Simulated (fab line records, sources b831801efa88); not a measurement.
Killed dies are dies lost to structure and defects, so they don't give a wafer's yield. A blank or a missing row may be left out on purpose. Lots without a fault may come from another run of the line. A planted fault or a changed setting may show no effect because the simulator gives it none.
Which tool did it? | flow gf180mcu | 13 lots, 39 wafers sampled, at 5 steps of a route of 602

WHAT THE GAUGES READ, wafer by wafer
GF_VT_IMPLANT_TW_MEAS_10.
lot  | measured     | on            | VT_IMPLANT_TW
L572 | day 5 14:54  | film_metro-04 | 558 560 561
L574 | day 6 03:45  | film_metro-01 | 572 572 573
L576 | day 6 17:15  | film_metro-04 | 555 559 556
L577 | day 6 20:51  | film_metro-04 | 560 557 561
L578 | day 7 05:42  | film_metro-01 | 568 569 566
L579 | day 7 12:56  | film_metro-04 | 554 553 553
L580 | day 7 18:35  | film_metro-01 | 567 565 564
L582 | day 8 09:27  | film_metro-01 | 570 569 567
L583 | day 8 14:09  | film_metro-01 | 569 570 567
L587 | day 9 14:23  | film_metro-01 | 567 570 563
L588 | day 9 18:55  | film_metro-04 | 558 561 561
L589 | day 10 00:09 | film_metro-04 | 555 558 557
L590 | day 10 06:49 | film_metro-01 | 566 571 568

GF_HV_LDD_TW_MEAS_23.
lot  | measured     | on            | HV_LDD_2_TW
L572 | day 10 20:40 | film_metro-04 | 1047 1044 1044
L574 | day 11 10:26 | film_metro-02 | 1055 1052 1055
L576 | day 12 04:18 | film_metro-03 | 1044 1037 1043
L577 | day 12 09:30 | film_metro-03 | 1035 1040 1041
L578 | day 12 23:27 | film_metro-02 | 1056 1066 1065
L579 | day 13 01:52 | film_metro-04 | 1052 1054 1054
L580 | day 13 10:40 | film_metro-03 | 1028 1029 1033
L582 | day 14 05:14 | film_metro-04 | 1060 1050 1058
L583 | day 14 14:52 | film_metro-02 | 1063 1064 1061
L587 | day 15 18:18 | film_metro-02 | 669 676 674 672 673 674
L588 | day 16 01:12 | film_metro-02 | 667 674 670 669 670 673
L589 | day 16 04:51 | film_metro-02 | 671 672 669 676 668 671
L590 | day 16 13:12 | film_metro-04 | 665 661 664 666 665 665

GF_NSD_CD_MEAS_07: target cd 400 nm.
lot  | measured     | on        | cd_nm (nm)
L572 | day 13 09:44 | cd_sem-01 | 397.0 396.6 398.3
L574 | day 14 00:20 | cd_sem-02 | 401.1 400.2 400.0
L576 | day 14 22:00 | cd_sem-01 | 397.2 396.2 400.3
L577 | day 15 01:44 | cd_sem-01 | 401.0 399.8 400.8
L578 | day 15 17:46 | cd_sem-01 | 400.8 398.3 399.4
L579 | day 15 20:20 | cd_sem-02 | 398.1 395.4 394.7
L580 | day 16 06:56 | cd_sem-02 | 397.9 399.0 398.0
L582 | day 17 01:47 | cd_sem-02 | 399.0 400.5 398.9
L583 | day 17 12:32 | cd_sem-01 | 401.2 398.8 401.4
L587 | day 18 18:20 | cd_sem-01 | 397.0 399.2 400.6
L588 | day 19 02:29 | cd_sem-01 | 401.7 405.9 400.0
L589 | day 19 04:53 | cd_sem-01 | 399.3 400.4 401.5
L590 | day 19 14:11 | cd_sem-01 | 398.0 399.5 398.0

WHICH TOOL RAN EACH LOT (tool, then ch and the chambers of the sampled wafers, then the start)
lot  | GF_VT_IMPLANT_STRIP_20               | GF_HV_LDD_IMPLANT_21
L572 | plasma_asher-01 ch 0,1, day 6 05:51  | implanter-03 ch 0, day 10 20:25
L574 | plasma_asher-03 ch 0,1, day 6 19:02  | implanter-02 ch 0, day 11 10:11
L576 | plasma_asher-02 ch 0,1, day 7 09:12  | implanter-02 ch 0, day 12 04:03
L577 | plasma_asher-02 ch 0,1, day 7 12:31  | implanter-02 ch 0, day 12 09:16
L578 | plasma_asher-03 ch 0,1, day 7 21:56  | implanter-02 ch 0, day 12 23:12
L579 | plasma_asher-03 ch 0,1, day 8 05:21  | implanter-03 ch 0, day 13 01:38
L580 | plasma_asher-03 ch 0,1, day 8 10:56  | implanter-03 ch 0, day 13 10:27
L582 | plasma_asher-03 ch 0,1, day 9 02:12  | implanter-01 ch 0, day 14 05:02
L583 | plasma_asher-03 ch 0,1, day 9 07:34  | implanter-03 ch 0, day 14 14:37
L587 | plasma_asher-03 ch 0,1, day 10 07:36 | implanter-02 ch 0, day 15 18:03
L588 | plasma_asher-02 ch 0,1, day 10 12:31 | implanter-03 ch 0, day 16 00:58
L589 | plasma_asher-02 ch 0,1, day 10 18:25 | implanter-02 ch 0, day 16 04:36
L590 | plasma_asher-01 ch 0, day 11 00:49   | implanter-03 ch 0, day 16 12:58
- GF_VT_IMPLANT_STRIP_20: strips in O2/N2.
- GF_HV_LDD_IMPLANT_21

WHAT THE TOOLS THEMSELVES READ (means of the sampled wafers that have a number; where no wafer has one, the mark that the record gives instead)
GF_VT_IMPLANT_STRIP_20.
lot  | tool            | drypump_motor_current_A (A) | heater_power_w (W) | n2_flow_sccm (sccm) | oes_product_au (a.u.) | strip_time_to_endpoint_s (s)
L572 | plasma_asher-01 | 6.07                        | 374                | 299.9               | 0.715                 | 12.65
L574 | plasma_asher-03 | 5.58                        | 379                | 299.6               | 0.717                 | 12.66
L576 | plasma_asher-02 | 5.56                        | 313                | 299.7               | 0.716                 | 12.65
L577 | plasma_asher-02 | 5.54                        | 320                | 299.5               | 0.710                 | 12.68
L578 | plasma_asher-03 | 5.59                        | 381                | 299.1               | 0.716                 | 12.65
L579 | plasma_asher-03 | 5.58                        | 381                | 299.8               | 0.713                 | 12.66
L580 | plasma_asher-03 | 5.69                        | 383                | 300.6               | 0.721                 | 12.65
L582 | plasma_asher-03 | 5.71                        | 380                | 300.3               | 0.717                 | 12.66
L583 | plasma_asher-03 | 5.58                        | 383                | 298.8               | 0.713                 | 12.69
L587 | plasma_asher-03 | 5.58                        | 389                | 300.2               | 0.717                 | 12.63
L588 | plasma_asher-02 | 5.58                        | 308                | 300.6               | 0.713                 | 12.67
L589 | plasma_asher-02 | 5.53                        | 314                | 299.4               | 0.715                 | 12.68
L590 | plasma_asher-01 | 6.40                        | 417                | 299.9               | 0.711                 | 12.64

THE ANSWER, worked out from the rows above alone
Rule: what is usual is taken from the lots themselves. Put in order of their means at a reading, lots are off if they are a third of the lots or fewer, leave a main group of 4 or more, and stand apart from it by a gap of 3 or more times the standard deviation of the main group's means; of several such gaps the widest counts. A main group whose means are all the same, to the digits that the tables above print for the reading, isn't used. A lot without any number at a reading at which 4 lots or more have one is off too. The other lots that the step has rows for count as sound. The gauges are gone through in route order, then the tools' own readings, and for those a lot's mean is taken as printed above. The first step at which some lot is off is used, and at that step the reading that is off furthest; a lot without a number counts as furthest.
Off: L587, L588, L589, L590, at GF_HV_LDD_TW_MEAS_23 (HV_LDD_2_TW). The main group: mean 1049, standard deviation 11.
A tool fits if, at a process step before that reading, it ran every lot that is off, and no sound lot after the first of them. The gauges at GF_HV_LDD_TW_MEAS_23 are tried like those tools. None of those tried fits.

WHAT THE SIMULATOR HAD PUT IN
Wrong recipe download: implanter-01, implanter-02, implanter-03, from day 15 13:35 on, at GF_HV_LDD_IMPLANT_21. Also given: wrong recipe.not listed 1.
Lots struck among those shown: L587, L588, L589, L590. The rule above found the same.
